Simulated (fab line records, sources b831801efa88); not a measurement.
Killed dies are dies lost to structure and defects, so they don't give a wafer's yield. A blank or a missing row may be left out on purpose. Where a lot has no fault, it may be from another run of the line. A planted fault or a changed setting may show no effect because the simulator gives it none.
fab line records | flow gf180mcu | part 1 of 2: steps 1 to 37 of 43
[record] lots = 7 wafers = 18 lastDay = 34
route steps=602 shown HV_LDD@197 NSD@235 PASSIVATION@602
lots with no fault: from the same line, run without faults
startH: start of the lot's first displayed wafer, in hours after the record's first day | waitH: hours elapsed since this lot's preceding step | " the same as in the row above | L1.1+2: several wafers, shown together as one row | - no value, or no start was given | * or withheld: withheld | < > ~ a bound
route shown NAME@n: a module of which the file shows steps, and the number in the route of the first | usual: the fault-free wafers' mean and standard deviation | same: alike in all rows | chamber/n: place in a boat | sites: per-site readings | _std_site: their standard deviation | _edge_site: outer sites' mean less inner sites' | radiusMm: for every site, how far away it sits from the centre of the wafer | mask NAME#n: copy n | behind: the tool/chamber that last shaped the wafer | hold: what put the lot on hold/how long, in hours/how the hold closed | device: the n, p or np transistor that did not switch | end of line: tests of these same wafers at the route's end | a step given without rows: its recipe and nothing more | killed: dies that structure and defects cost at the first sort, which is not the same as the wafer's yield | map: shows each die of a wafer: x if killed, . if not, _ if none is there
set.NAME: the setting as run; set.NAME@STEP: as run at that earlier step | model.NAME: the simulator's own value behind a step, which no gauge read
a table for each step, a row for each wafer; lots at some steps of the route
services: the hour from which a tool's chamber was out of use, counted from the record's first day as startH (under 0 if before that day), plus the number of hours and why
[[steps]]
[step GF_HV_LDD_IMPLANT_21]
[recipe] species = BF2 energyKev = 25 doseCm2 = 5e+13 tiltDeg = 7
[step GF_HV_LDD_STRIP_22]
[recipe] chemistry = O2/N2 powerW = 1400 pressureMtorr = 1500 platenTempC = 250 o2FlowSccm = 3000 n2FlowSccm = 300 overashFraction = 0.5
[usual] chamberPressureMTorr = 1500.0/1.3 drypumpMotorCurrentA = 5.37/0.3 heaterPowerW = 359/47 o2FlowSccm = 3001/8.6 oesProductAu = 0.716/0.0043 stripTimeToEndpointS = 12.62/0.033
[same] overashFraction = 0.5
// columns lot.wafer tool chamber startH waitH chamberPressureMTorr drypumpMotorCurrentA heaterPowerW o2FlowSccm oesProductAu rfHoursCounterH stripTimeToEndpointS
L680.2 plasmaAsher-03 1 231.14 0.1 1499.7 4.98 371 3017 0.713 56 12.68
L680.5 " 1 " " 1500.7 4.98 380 3007 0.711 - 12.66
L680.6 " 0 " " 1500.2 5.02 333 3012 0.718 - 12.70
L682.1 plasmaAsher-03 0 251.74 0.1 1498.9 5.00 336 3002 0.707 58 12.65
L682.4 " 1 " " 1499.0 4.97 374 3010 0.710 - 12.69
L682.6 " 0 " " 1499.8 5.00 335 2984 0.712 - 12.66
L685.1 plasmaAsher-02 0 272.45 0.1 1501.3 5.56 390 2995 0.721 15 12.61
L685.5 " 1 " " 1502.9 5.51 318 3011 0.714 - 12.62
L685.6 " 0 " " 1498.1 5.54 387 3002 0.720 - 12.63
L692.3 plasmaAsher-02 0 325.67 0.1 1501.2 5.57 404 3004 0.716 - 12.57
L692.5 " 1 " " 1499.9 5.54 333 2998 0.712 - 12.59
L692.6 " 0 " " 1501.8 5.58 400 3003 0.713 - 12.59
L696.1 plasmaAsher-02 0 355.22 0.1 1500.1 5.57 401 2999 0.716 24 12.59
L696.3 " 1 " " 1500.4 5.45 321 3008 0.723 - 12.59
L698.1 plasmaAsher-03 0 375.60 0.1 1501.1 5.02 338 2995 0.713 70 12.64
L698.2 " 1 " " 1502.0 4.99 376 3000 0.714 70 12.64
L701.2 plasmaAsher-03 0 394.58 0.1 1498.7 5.03 336 2999 0.717 72 12.62
L701.5 " 1 " " 1498.5 4.98 372 3005 0.719 - 12.60
[step GF_HV_LDD_TW_MEAS_23]
[usual] HV_LDD_2_TW = 1057/5.5
// columns lot.wafer tool chamber startH waitH HV_LDD_2_TW
L680.2 filmMetro-01 - 231.25 0.1 1061
L680.5 " - " " 1070
L680.6 " - " " 1062
L682.1 filmMetro-01 - 251.84 0.1 1056
L682.4 " - " " 1052
L682.6 " - " " 1057
L685.1 filmMetro-01 - 272.55 0.1 1058
L685.5 " - " " 1061
L685.6 " - " " 1059
L692.3 filmMetro-03 - 325.76 0.1 1059
L692.5 " - " " 1062
L692.6 " - " " 1060
L696.1 filmMetro-01 - 355.32 0.1 1058
L696.3 " - " " 1062
L698.1 filmMetro-02 - 375.70 0.1 1054
L698.2 " - " " 1056
L701.2 filmMetro-01 - 394.69 0.1 1063
L701.5 " - " " 1061
[step GF_HV_LDD_DEHYDRATE_24]
[recipe] tempC = 200 timeS = 60
[step GF_HV_LDD_HMDS_25]
[recipe] primeTimeS = 60 primeTempC = 120
[step GF_HV_LDD_COAT_26]
[recipe] resist = NOVOLAK spinRpm = 3000 resistThkNm = 1000
[step GF_HV_LDD_SOFTBAKE_27]
[recipe] tempC = 90 timeS = 60 resist = NOVOLAK
[step GF_HV_LDD_EXPOSE_28]
[recipe] maskId = Nplus_HV_AREA targetCdNm = 400 na = 0.6 sourceShape = conventional sigmaOuter = 0.6 doseMj = 140
[step GF_HV_LDD_PEB_29]
[recipe] tempC = withheld timeS = * resist = NOVOLAK
[step GF_HV_LDD_DEVELOP_30]
[recipe] developTimeS = 60 devTempC = 23
[step GF_HV_LDD_CD_MEAS_31]
[recipe] targetCdNm = 400
[usual] cdNm = 400.8/2.3
// columns lot.wafer tool chamber startH waitH cdNm
L680.2 cdSem-02 - 248.91 0.1 402.5
L680.5 " - " " 400.6
L680.6 " - " " 402.9
L682.1 cdSem-01 - 270.53 0.1 400.0
L682.4 " - " " 402.5
L682.6 " - " " 401.1
L685.1 cdSem-02 - 291.61 0.1 401.4
L685.5 " - " " 401.1
L685.6 " - " " 401.1
L692.3 cdSem-02 - 346.53 0.1 398.7
L692.5 " - " " 400.1
L692.6 " - " " 401.0
L696.1 cdSem-02 - 376.84 0.1 405.4
L696.3 " - " " 406.6
L698.1 cdSem-01 - 398.36 0.2 402.0
L698.2 " - " " 401.2
L701.2 cdSem-01 - 417.33 0.1 401.3
L701.5 " - " " 402.2
[step GF_HV_LDD_OVL_MEAS_32]
[usual] HV_LDD_02_OVL = 0.7/1.2
// columns lot.wafer tool chamber startH waitH HV_LDD_02_OVL[nm]
L680.2 overlay-01 - 249.02 0.1 -0.8
L680.5 " - " " -0.6
L680.6 " - " " -0.2
L682.1 overlay-01 - 270.65 0.1 -0.9
L682.4 " - " " 1.8
L682.6 " - " " 0.3
L685.1 overlay-02 - 291.73 0.1 2.5
L685.5 " - " " 2.3
L685.6 " - " " 1.5
L692.3 overlay-01 - 346.63 0.1 0.2
L692.5 " - " " 0.4
L692.6 " - " " 1.8
L696.1 overlay-01 - 376.96 0.1 0.3
L696.3 " - " " 0.4
L698.1 overlay-02 - 398.48 0.1 -0.7
L698.2 " - " " 0.1
L701.2 overlay-01 - 417.44 0.1 0.6
L701.5 " - " " 1.0
[step GF_HV_LDD_IMPLANT_33]
[recipe] species = P energyKev = 60 doseCm2 = 7.5e+12 tiltDeg = 30 rotationDeg = 0
[usual] doseIonsCm2 = 7.501e+12/8.3e+09 faradayCurrentUA = 42.3/0.82
// columns lot.wafer tool chamber startH waitH doseIonsCm2 faradayCurrentUA
L680.2 implanter-04 0 249.08 0.0 7.492e+12 42.9
L680.5 " 0 " " 7.481e+12 40.8
L680.6 " 0 " " 7.495e+12 41.7
L682.1 implanter-03 0 270.69 0.0 7.488e+12 40.7
L682.4 " 0 " " 7.489e+12 42.1
L682.6 " 0 " " 7.509e+12 41.0
L685.1 implanter-01 0 291.77 0.0 7.511e+12 42.5
L685.5 " 0 " " 7.503e+12 43.0
L685.6 " 0 " " 7.499e+12 42.5
L692.3 implanter-01 0 346.70 0.1 7.496e+12 42.6
L692.5 " 0 " " 7.496e+12 42.6
L692.6 " 0 " " 7.505e+12 42.3
L696.1 implanter-03 0 377.00 0.0 7.506e+12 42.4
L696.3 " 0 " " 7.497e+12 42.7
L698.1 implanter-03 0 398.52 0.0 7.513e+12 43.7
L698.2 " 0 " " 7.511e+12 40.8
L701.2 implanter-03 0 417.49 0.0 7.519e+12 42.5
L701.5 " 0 " " 7.508e+12 43.1
[step GF_HV_LDD_IMPLANT_34]
[recipe] species = P energyKev = 60 doseCm2 = 7.5e+12 tiltDeg = 30 rotationDeg = 90
[step GF_HV_LDD_IMPLANT_35]
[recipe] species = P energyKev = 60 doseCm2 = 7.5e+12 tiltDeg = 30 rotationDeg = 180
[step GF_HV_LDD_IMPLANT_36]
[recipe] species = P energyKev = 60 doseCm2 = 7.5e+12 tiltDeg = 30 rotationDeg = 270
[step GF_HV_LDD_STRIP_37]
[recipe] chemistry = O2/N2 powerW = 1400 pressureMtorr = 1500 platenTempC = 250 o2FlowSccm = 3000 n2FlowSccm = 300 overashFraction = 0.5
[usual] chamberPressureMTorr = 1500.0/1.3 drypumpMotorCurrentA = 5.3/0.31 heaterPowerW = 358/46 o2FlowSccm = 3001/9.1 oesProductAu = 0.716/0.0046 stripTimeToEndpointS = 12.62/0.043
[same] overashFraction = 0.5
// columns lot.wafer tool chamber startH waitH chamberPressureMTorr drypumpMotorCurrentA heaterPowerW o2FlowSccm oesProductAu rfHoursCounterH stripTimeToEndpointS
L680.2 plasmaAsher-01 1 249.65 0.1 1502.3 5.7 280 2998 0.716 49 12.57
L680.5 " 1 " " 1501.2 5.7 273 3019 0.716 - 12.61
L680.6 " 0 " " 1501.2 5.7 452 2993 0.715 - 12.60
L682.1 plasmaAsher-03 1 271.29 0.1 1499.5 5.0 375 3010 0.715 60 12.60
L682.4 " 0 " " 1499.0 5.0 332 3008 0.721 - 12.57
L682.6 " 1 " " 1499.9 5.0 376 3004 0.713 - 12.58
L685.1 plasmaAsher-03 1 292.37 0.1 1500.4 5.0 379 2986 0.705 62 12.57
L685.5 " 1 " " 1501.4 5.0 384 3003 0.714 - 12.60
L685.6 " 0 " " 1499.9 5.0 336 2994 0.715 - 12.60
L692.3 plasmaAsher-02 1 347.28 0.1 1497.9 5.5 329 3005 0.715 - 12.54
L692.5 " 1 " " 1498.7 5.5 329 3007 0.717 - 12.56
L692.6 " 0 " " 1499.4 5.5 402 3006 0.713 - 12.55
L696.1 plasmaAsher-03 0 377.60 0.1 1500.5 5.0 333 3007 0.713 70 12.67
L696.3 " 0 " " 1501.3 5.0 328 3012 0.715 - 12.67
L698.1 plasmaAsher-03 1 399.12 0.1 1497.5 5.0 380 2999 0.712 73 12.59
L698.2 " 0 " " 1499.1 5.0 336 2997 0.715 73 12.57
L701.2 plasmaAsher-03 1 418.07 0.1 1500.4 5.0 376 3009 0.714 75 12.63
L701.5 " 0 " " 1501.0 5.0 327 3011 0.712 - 12.64
[step GF_HV_LDD_TW_MEAS_38]
[usual] HV_LDD_3_TW = 1438/7.3
// columns lot.wafer tool chamber startH waitH HV_LDD_3_TW
L680.2 filmMetro-01 - 249.76 0.1 1434
L680.5 " - " " 1437
L680.6 " - " " 1432
L682.1 filmMetro-03 - 271.39 0.1 1442
L682.4 " - " " 1430
L682.6 " - " " 1435
L685.1 filmMetro-03 - 292.47 0.1 1432
L685.5 " - " " 1427
L685.6 " - " " 1426
L692.3 filmMetro-02 - 347.37 0.1 1418
L692.5 " - " " 1425
L692.6 " - " " 1427
L696.1 filmMetro-03 - 377.70 0.1 1441
L696.3 " - " " 1445
L698.1 filmMetro-02 - 399.22 0.1 1431
L698.2 " - " " 1443
L701.2 filmMetro-03 - 418.18 0.1 1442
L701.5 " - " " 1444
[step GF_HV_LDD_DEHYDRATE_39]
[recipe] tempC = 200 timeS = 60
[step GF_HV_LDD_HMDS_40]
[recipe] primeTimeS = 60 primeTempC = 120
[step GF_HV_LDD_COAT_41]
[recipe] resist = NOVOLAK spinRpm = 3000 resistThkNm = 1000
[step GF_HV_LDD_SOFTBAKE_42]
[recipe] tempC = 90 timeS = 60 resist = NOVOLAK
[step GF_HV_LDD_EXPOSE_43]
[recipe] maskId = Pplus_HV_AREA targetCdNm = 400 na = 0.6 sourceShape = conventional sigmaOuter = 0.6 doseMj = 140
[step GF_HV_LDD_PEB_44]
[recipe] tempC = withheld timeS = * resist = NOVOLAK
[step GF_HV_LDD_DEVELOP_45]
[recipe] developTimeS = 60 devTempC = 23
[step GF_HV_LDD_CD_MEAS_46]
[recipe] targetCdNm = 400
[usual] cdNm = 400.3/2.2
// columns lot.wafer tool chamber startH waitH cdNm
L680.2 cdSem-02 - 268.58 0.1 401.6
L680.5 " - " " 399.1
L680.6 " - " " 400.8
L682.1 cdSem-01 - 290.66 0.1 398.6
L682.4 " - " " 399.0
L682.6 " - " " 395.8
L685.1 cdSem-02 - 312.40 0.2 400.1
L685.5 " - " " 402.3
L685.6 " - " " 400.9
L692.3 cdSem-02 - 368.62 0.1 400.4
L692.5 " - " " 401.5
L692.6 " - " " 400.2
L696.1 cdSem-02 - 399.48 0.1 403.3
L696.3 " - " " 404.4
L698.1 cdSem-02 - 422.73 0.1 401.4
L698.2 " - " " 401.5
L701.2 cdSem-01 - 442.26 0.1 400.5
L701.5 " - " " 400.3
[step GF_HV_LDD_OVL_MEAS_47]
[usual] HV_LDD_03_OVL = -1.0/1.4
// columns lot.wafer tool chamber startH waitH HV_LDD_03_OVL[nm]
L680.2 overlay-01 - 268.69 0.1 1.2
L680.5 " - " " -0.6
L680.6 " - " " 0.3
L682.1 overlay-01 - 290.78 0.1 -0.2
L682.4 " - " " -0.8
L682.6 " - " " -0.5
L685.1 overlay-01 - 312.52 0.1 -1.7
L685.5 " - " " -1.7
L685.6 " - " " -3.9
L692.3 overlay-01 - 368.71 0.1 -4.0
L692.5 " - " " -1.8
L692.6 " - " " -2.5
L696.1 overlay-01 - 399.60 0.1 1.3
L696.3 " - " " 0.0
L698.1 overlay-01 - 422.85 0.1 -2.5
L698.2 " - " " -0.9
L701.2 overlay-02 - 442.37 0.1 0.1
L701.5 " - " " -1.7
[step GF_HV_LDD_IMPLANT_48]
[recipe] species = B energyKev = 25 doseCm2 = 3e+13 tiltDeg = 7
[step GF_HV_LDD_STRIP_49]
[recipe] chemistry = O2/N2 powerW = 1400 pressureMtorr = 1500 platenTempC = 250 o2FlowSccm = 3000 n2FlowSccm = 300 overashFraction = 0.5
[usual] chamberPressureMTorr = 1499.9/1.3 drypumpMotorCurrentA = 5.3/0.31 heaterPowerW = 356/47 o2FlowSccm = 2998/9.4 oesProductAu = 0.716/0.0041 stripTimeToEndpointS = 12.61/0.037
[same] overashFraction = 0.5
// columns lot.wafer tool chamber startH waitH chamberPressureMTorr drypumpMotorCurrentA heaterPowerW o2FlowSccm oesProductAu rfHoursCounterH stripTimeToEndpointS
L680.2 plasmaAsher-03 1 268.87 0.1 1499.5 5.0 365 3002 0.716 60 12.63
L680.5 " 0 " " 1501.0 5.0 327 3001 0.717 - 12.62
L680.6 " 1 " " 1500.0 4.9 379 3009 0.719 - 12.65
L682.1 plasmaAsher-01 0 290.97 0.1 1499.2 5.7 444 2999 0.713 53 12.67
L682.4 " 0 " " 1501.1 5.7 438 3002 0.716 - 12.69
L682.6 " 1 " " 1501.0 5.7 284 3005 0.724 - 12.69
L685.1 plasmaAsher-02 1 312.71 0.1 1499.6 5.5 321 3001 0.709 19 12.60
L685.5 " 0 " " 1500.5 5.5 399 3007 0.712 - 12.64
L685.6 " 1 " " 1497.9 5.5 329 2995 0.717 - 12.60
L692.3 plasmaAsher-02 1 368.92 0.1 1498.8 5.5 321 2990 0.715 - 12.61
L692.5 " 0 " " 1500.3 5.5 405 2997 0.717 - 12.58
L692.6 " 1 " " 1500.5 5.5 324 2975 0.719 - 12.58
L696.1 plasmaAsher-02 0 399.93 0.2 1499.3 5.5 398 3012 0.709 27 12.66
L696.3 " 0 " " 1500.4 5.5 398 3020 0.722 - 12.59
L698.1 plasmaAsher-02 0 423.03 0.1 1500.4 5.5 405 2997 0.718 29 12.67
L698.2 " 1 " " 1500.7 5.5 324 3008 0.718 29 12.67
L701.2 plasmaAsher-03 0 442.55 0.1 1500.5 5.0 324 2998 0.713 1 12.54
L701.5 " 0 " " 1503.3 5.0 336 2979 0.724 - 12.55
[step GF_HV_LDD_TW_MEAS_50]
[usual] HV_LDD_4_TW = 570/3.2
// columns lot.wafer tool chamber startH waitH HV_LDD_4_TW
L680.2 filmMetro-02 - 268.98 0.1 568
L680.5 " - " " 566
L680.6 " - " " 568
L682.1 filmMetro-01 - 291.07 0.1 568
L682.4 " - " " 571
L682.6 " - " " 571
L685.1 filmMetro-03 - 312.81 0.1 570
L685.5 " - " " 571
L685.6 " - " " 572
L692.3 filmMetro-03 - 369.00 0.1 573
L692.5 " - " " 570
L692.6 " - " " 570
L696.1 filmMetro-03 - 400.03 0.1 573
L696.3 " - " " 570
L698.1 filmMetro-03 - 423.13 0.1 572
L698.2 " - " " 572
L701.2 filmMetro-02 - 442.66 0.1 564
L701.5 " - " " 562
[step GF_HV_LDD_CLEAN_51]
[recipe] chemistry = SC1/SC2 mix = 1:4:20 tempC = 70 timeS = 150 dry = n2Spin
[step GF_HV_LDD_RTA_52]
[recipe] tempC = 1000 timeS = 10 ambient = N2
[usual] lampPowerPct = 37.1/2.7 wafer_temp_C_max = 1004.1/2.1
[same] timeS = 10
// columns lot.wafer tool chamber startH waitH lampPowerPct wafer_temp_C_max
L680.2 rtpAnneal-01 0 269.09 0.0 40.3 1006.9
L680.5 " 0 " " 40.3 1006.8
L680.6 " 0 " " 40.3 1007.7
L682.1 rtpAnneal-02 0 291.18 0.0 34.9 1002.4
L682.4 " 0 " " 34.9 1001.9
L682.6 " 0 " " 34.9 1002.4
L685.1 rtpAnneal-01 0 312.92 0.0 40.3 1006.8
L685.5 " 0 " " 40.2 1006.5
L685.6 " 0 " " 40.3 1006.2
L692.3 rtpAnneal-02 0 369.12 0.0 34.9 1002.4
L692.5 " 0 " " 34.9 1002.7
L692.6 " 0 " " 34.8 1001.8
L696.1 rtpAnneal-01 0 400.15 0.0 40.2 1006.8
L696.3 " 0 " " 40.3 1007.0
L698.1 rtpAnneal-02 0 423.25 0.0 34.9 1002.9
L698.2 " 0 " " 34.9 1002.3
L701.2 rtpAnneal-02 0 442.77 0.0 34.9 1002.2
L701.5 " 0 " " 34.9 1002.7
[step GF_HV_LDD_RS_MEAS_53]
[recipe] thkMeasGauge = four-point-probe
[usual] HV_LDD_RS = 418.3/0.99
// columns lot.wafer tool chamber startH waitH HV_LDD_RS[ohm/sq]
L680.2 filmMetro-01 - 269.17 0.1 417.7
L680.5 " - " " 416.6
L680.6 " - " " 416.3
L682.1 filmMetro-03 - 291.25 0.1 419.3
L682.4 " - " " 418.9
L682.6 " - " " 419.7
L685.1 filmMetro-02 - 312.99 0.1 417.1
L685.5 " - " " 417.2
L685.6 " - " " 418.0
L692.3 filmMetro-02 - 369.20 0.1 417.9
L692.5 " - " " 416.7
L692.6 " - " " 416.4
L696.1 filmMetro-01 - 400.21 0.1 420.5
L696.3 " - " " 419.8
L698.1 filmMetro-01 - 423.31 0.1 419.1
L698.2 " - " " 418.0
L701.2 filmMetro-02 - 442.84 0.1 417.2
L701.5 " - " " 417.7
[step GF_HV_LDD_CVD_54]
[recipe] material = SiO2 targetThkNm = 10 precursor = TEOS tempC = 680 timeS = 75 pressureMtorr = 400
[step GF_HV_LDD_THK_MEAS_55]
[recipe] reads = SiO2_of_HV_LDD_CVD_54
[usual] HV_LDD_CVD_54_THK = 9.99/0.11
// columns lot.wafer tool chamber startH waitH HV_LDD_CVD_54_THK[nm]
L680.2 filmMetro-03 - 270.81 0.0 10.07
L680.5 " - " " 9.96
L680.6 " - " " 9.92
L682.1 filmMetro-03 - 292.39 0.0 9.84
L682.4 " - " " 9.99
L682.6 " - " " 9.95
L685.1 filmMetro-03 - 314.13 0.0 10.04
L685.5 " - " " 9.89
L685.6 " - " " 9.88
L692.3 filmMetro-03 - 370.32 0.0 10.08
L692.5 " - " " 10.15
L692.6 " - " " 10.07
L696.1 filmMetro-02 - 401.36 0.0 9.76
L696.3 " - " " 9.83
L698.1 filmMetro-03 - 424.58 0.0 10.09
L698.2 " - " " 10.17
L701.2 filmMetro-02 - 444.27 0.0 10.15
L701.5 " - " " 10.08
[step GF_HV_LDD_CVD_56]
[recipe] material = Si3N4 precursor = DCS/NH3 targetThkNm = 90 tempC = 770 timeS = 1543 pressureMtorr = 250
[step GF_HV_LDD_THK_MEAS_57]
[recipe] reads = Si3N4_of_HV_LDD_CVD_56
[usual] HV_LDD_CVD_56_THK = 90.0/0.88
// columns lot.wafer tool chamber startH waitH HV_LDD_CVD_56_THK[nm]
L680.2 filmMetro-03 - 272.30 0.0 90.6
L680.5 " - " " 90.2
L680.6 " - " " 90.0
L682.1 filmMetro-03 - 293.88 0.0 91.1
L682.4 " - " " 90.9
L682.6 " - " " 90.7
L685.1 filmMetro-02 - 315.62 0.0 91.7
L685.5 " - " " 92.0
L685.6 " - " " 92.2
L692.3 filmMetro-02 - 372.52 0.0 89.3
L692.5 " - " " 89.7
L692.6 " - " " 90.0
L696.1 filmMetro-02 - 402.84 0.0 89.8
L696.3 " - " " 89.8
L698.1 filmMetro-01 - 426.07 0.0 88.2
L698.2 " - " " 90.0
L701.2 filmMetro-01 - 445.76 0.0 88.1
L701.5 " - " " 87.8
